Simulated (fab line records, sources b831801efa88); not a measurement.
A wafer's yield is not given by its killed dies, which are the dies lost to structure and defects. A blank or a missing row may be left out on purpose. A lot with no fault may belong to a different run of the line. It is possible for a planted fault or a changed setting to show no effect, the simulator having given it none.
Which tool was responsible? :: flow sky130 :: route of 708 steps, sampled at 1 step: 12 lots, 36 wafers

== WHAT EACH GAUGE READ, for each wafer ==
SKY_NWELL_RS_MEAS_31: a four-point-probe measurement.
lot: L075
measured: day 5 12:49
on: film-metro-02
PWDE_RS (ohm/sq): 5271 5268 5269

lot: L077
measured: day 6 00:47
on: film-metro-04
PWDE_RS (ohm/sq): 5265 5273 5278

lot: L079
measured: day 6 11:19
on: film-metro-02
PWDE_RS (ohm/sq): 5237 5254 5269

lot: L081
measured: day 6 23:43
on: film-metro-02
PWDE_RS (ohm/sq): 5266 5238 5251

lot: L083
measured: day 7 16:37
on: film-metro-02
PWDE_RS (ohm/sq): 5284 5282 5259

lot: L085
measured: day 8 04:04
on: film-metro-03
PWDE_RS (ohm/sq): 5275 5270 5272

lot: L087
measured: day 8 17:25
on: film-metro-02
PWDE_RS (ohm/sq): 5255 5295 5302

lot: L089
measured: day 9 02:43
on: film-metro-02
PWDE_RS (ohm/sq): 5294 5259 5272

lot: L091
measured: day 9 13:59
on: film-metro-02
PWDE_RS (ohm/sq): 5285 5271 5292

lot: L093
measured: day 10 03:54
on: film-metro-03
PWDE_RS (ohm/sq): 5297 5293 5294

lot: L095
measured: day 10 16:16
on: film-metro-03
PWDE_RS (ohm/sq): 5276 5281 5261

lot: L097
measured: day 11 03:13
on: film-metro-02
PWDE_RS (ohm/sq): 5264 5254 5267

== WHICH TOOL RAN EACH LOT (tool, then ch and the chambers of the sampled wafers, then the start) ==
Before these readings, the record contains no process step.

== THE ANSWER, worked out from the rows above alone ==
Rule: the lots themselves supply what counts as usual. The widest of any qualifying gaps counts: lots, ordered by their means at a reading, are off when they make up no more than a third of the lots, leave a main group of 4 or more, and stand apart from it by 3 or more times the standard deviation of that group's means. A main group is skipped when, at the precision printed for the reading in the tables above, its means are all equal. Also off: a lot with no number at a reading for which 4 or more lots have one. All remaining lots with rows at the step are treated as sound.
Nothing can be told from this: no lot is off at any reading shown.

== WHAT THE SIMULATOR HAD PUT IN ==
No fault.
